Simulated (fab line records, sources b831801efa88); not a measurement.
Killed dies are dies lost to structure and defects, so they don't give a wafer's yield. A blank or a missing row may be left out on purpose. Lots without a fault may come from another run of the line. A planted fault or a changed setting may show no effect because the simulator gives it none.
A struck lot beside a sound one | flow sky130 | 43 steps out of a route of 708
Sound: wafers L188.1, L188.4, L188.6. Struck: wafers L194.1, L194.2, L194.4. The cause comes at the end.
At each step with rows: each side's tool, then ch and its chambers, then its first start. Under that, the readings that differ: sound wafers | struck wafers | difference of the means | sigmas: that difference in standard deviations of wafers without a fault.
alike: readings whose means differ by less than 2 such deviations, and words and numbers that are the same on both sides. not compared: withheld readings, readings that some wafer has no value for, bounds like >300 that may hide the same value, and numbers for which the record gives no deviation and whose values overlap.
The two part at a step that has a row with sigmas, a row that says differs or no value, or rows on one side only. Numbers that don't overlap but have no deviation are shown without sigmas and don't part them. A reading that every wafer of one side lacks parts them only if that side has two wafers or more.

SKY_CAPM_RS_MEAS_03: measures by four-point-probe.
  sound on film_metro-03, day 37 15:39; struck on film_metro-01, day 38 20:55
  alike: CAPM_TIN_RS
SKY_CAPM_THK_MEAS_04: measures by xrf.
  sound on film_metro-03, day 37 15:46; struck on film_metro-01, day 38 21:02
  alike: CAPM_TIN_THK
then, 7 steps without rows for these wafers: SKY_CAPM_DEHYDRATE_05 (time 60 s); SKY_CAPM_HMDS_06 (prime time 60 s); SKY_CAPM_COAT_07 (resist thk 1140 nm); SKY_CAPM_SOFTBAKE_08 (time 60 s); SKY_CAPM_EXPOSE_09 (exposes mask CAPM, target cd 1000 nm); SKY_CAPM_PEB_10; SKY_CAPM_DEVELOP_11 (develop time 60 s).
SKY_CAPM_OVL_MEAS_12:
  sound on overlay-01, day 38 18:05; struck on overlay-01, day 39 22:04
  alike: CAPM_OVL
then, 1 step without rows for these wafers: SKY_CAPM_METAL_ETCH_13 (etches TiN in Cl2/BCl3, stops on SiO2, target depth 220 nm, time 62.9 s).
SKY_CAPM_STRIP_14: strips in O2/N2.
  sound on plasma_asher-01 ch 1, day 38 18:12; struck on plasma_asher-02 ch 0,1, day 39 22:11
  alike: drypump_motor_current_A, oes_product_au, strip_time_to_endpoint_s
  not compared: rf_hours_counter_h
SKY_CAPM_STRIP_15: strips in post etch residue remover, time 1229 s.
  sound on wet_bench-02 ch 1, day 38 18:18; struck on wet_bench-04 ch 0, day 39 22:17
then, 10 steps without rows for these wafers: SKY_CAPM_CLEAN_16 (cleans in IPA, time 180 s); SKY_CAPM_CLEAN_17 (cleans in O3/DIW); SKY_METAL3_DEHYDRATE_05 (time 60 s); SKY_METAL3_HMDS_06 (prime time 60 s); SKY_METAL3_COAT_07 (resist thk 60 nm); SKY_METAL3_COAT_08 (resist thk 1140 nm); SKY_METAL3_SOFTBAKE_09 (time 90 s); SKY_METAL3_EXPOSE_10 (exposes mask MM3, target cd 300 nm); SKY_METAL3_PEB_11; SKY_METAL3_DEVELOP_12 (develop time 60 s).
SKY_METAL3_CD_MEAS_13: target cd 300 nm.
  sound on cd_sem-01, day 39 19:56; struck on cd_sem-02, day 40 22:47
  alike: cd_nm
SKY_METAL3_OVL_MEAS_14:
  sound on overlay-02, day 39 20:04; struck on overlay-02, day 40 22:55
  alike: METAL3_OVL
then, 2 steps without rows for these wafers: SKY_METAL3_DESCUM_15 (chemistry O2, time 8 s); SKY_METAL3_ETCH_16 (etches BARC in N2/H2, stops on SiO2, time 88.2 s, target depth 60 nm).
SKY_METAL3_ETCH_17: etches SiO2 in C4F8/O2/Ar, stops on TiN, time 3.9 s, target depth 15 nm.
  sound on rie_diel-04 ch 0,1,3, day 39 20:13; struck on rie_diel-01 ch 0,2,3, day 40 23:05
  alike: oes_product_au, rf_fwd_power_W
  not compared: rf_hours_counter_h
then, 1 step without rows for these wafers: SKY_METAL3_METAL_ETCH_18 (etches the open film in Cl2/BCl3, stops on SiO2, target depth 845 nm, time 183.1 s).
SKY_METAL3_STRIP_19: strips in O2/N2.
  sound on plasma_asher-03 ch 0, day 39 20:25; struck on plasma_asher-04 ch 0,1, day 40 23:16
  alike: drypump_motor_current_A, oes_product_au, strip_time_to_endpoint_s
  not compared: rf_hours_counter_h
then, 4 steps without rows for these wafers: SKY_METAL3_STRIP_20 (strips in post etch residue remover, time 1200 s); SKY_METAL3_CLEAN_21 (cleans in IPA, time 180 s); SKY_METAL3_CLEAN_22 (cleans in O3/DIW); SKY_VIA3_HDPCVD_00 (deposits SiO2, target thk 1635 nm, time 272.5 s).
SKY_VIA3_THK_MEAS_01:
  sound on film_metro-02, day 39 21:19; struck on film_metro-03, day 41 00:02
  alike: VIA3_HDPCVD_THK
SKY_VIA3_CMP_02: polishes SiO2.
  sound on cmp-02 ch 0,1, day 39 21:38; struck on cmp-02 ch 1,2,3, day 41 00:05
  alike: motor_current_A, slurry_flow_ml_min
SKY_VIA3_BOW_MEAS_03:
  sound on film_metro-04, day 39 21:56; struck on film_metro-04, day 41 00:23
  alike: VIA3_BOW
then, 4 steps without rows for these wafers: SKY_VIA3_DEHYDRATE_04 (time 60 s); SKY_VIA3_HMDS_05 (prime time 60 s); SKY_VIA3_COAT_06 (resist thk 60 nm); SKY_VIA3_COAT_07 (resist thk 450 nm).
SKY_VIA3_SOFTBAKE_08: time 92.91 s.
  sound on litho_track-04 ch 0; struck on litho_track-04 ch 0
  reading                     | sound                | struck               | difference | sigmas
  plate_sensor_t_centre_C (C) | 100.90 100.89 100.91 | 100.89 100.86 100.88 | -0.02      | -2
  alike: plate_sensor_t_edge_C
-- the record jumps here: 7 days lie between the struck wafers' starts before and after (it left off in module VIA3 and takes up again in module PAD_OPEN, whose first step shown is number 708 of the route) --
SKY_PAD_OPEN_PROBE_99:
  sound on prober-02, day 46 21:03; struck on prober-01, day 47 16:03
  reading                               | sound            | struck                                                                     | difference                   | sigmas
  hold                                  | - - -            | await_dispo/3.4h/release await_dispo/3.4h/release await_dispo/3.4h/release | no value on the sound wafers |
  defect_limited_yield (%)              | 78.7 84.6 81.5   | 68.9 68.5 71.5                                                             | -12.0                        | -6
  killed_at_other                       | 0 1 0            | 63 67 65                                                                   | +65                          | +99 or more
  killed_dies                           | 105 76 91        | 153 155 140                                                                | +59                          | +6
  sort_bin_3_pad_short (%)              | 1.2 1.4 0.8      | 3.9 5.5 5.3                                                                | +3.8                         | +10
  sort_bin_5_function (%)               | 12.6 9.8 9.6     | 19.1 17.3 17.5                                                             | +7.3                         | +5
  sort_n_pass                           | 387 416 401      | 339 337 352                                                                | -59                          | -6
  sort_yield_pct (%)                    | 78.7 84.6 81.5   | 68.9 68.5 71.5                                                             | -12.0                        | -6
  model.etest.tester.sort_n_pass        | 387 416 401      | 339 337 352                                                                | -59                          |
  model.etest.tester.sort_yield_pct (%) | 78.66 84.55 81.5 | 68.9 68.5 71.54                                                            | -11.9                        |
  model.etest.tester.sort_bin_5_pct (%) | 12.6 9.756 9.553 | 19.11 17.28 17.48                                                          | +7.32                        |
  model.etest.tester.sort_bin_3_pct (%) | 1.22 1.423 0.813 | 3.862 5.488 5.285                                                          | +3.726                       |
  alike: killed_at_M0_to_M3, killed_at_M4_up, killed_at_contacts, killed_at_front_end, killed_open, killed_short, sort_bin_6_memory

WHERE THEY PART
First at SKY_VIA3_SOFTBAKE_08; last, within this record, at SKY_PAD_OPEN_PROBE_99.

WHY: what the simulator had put in
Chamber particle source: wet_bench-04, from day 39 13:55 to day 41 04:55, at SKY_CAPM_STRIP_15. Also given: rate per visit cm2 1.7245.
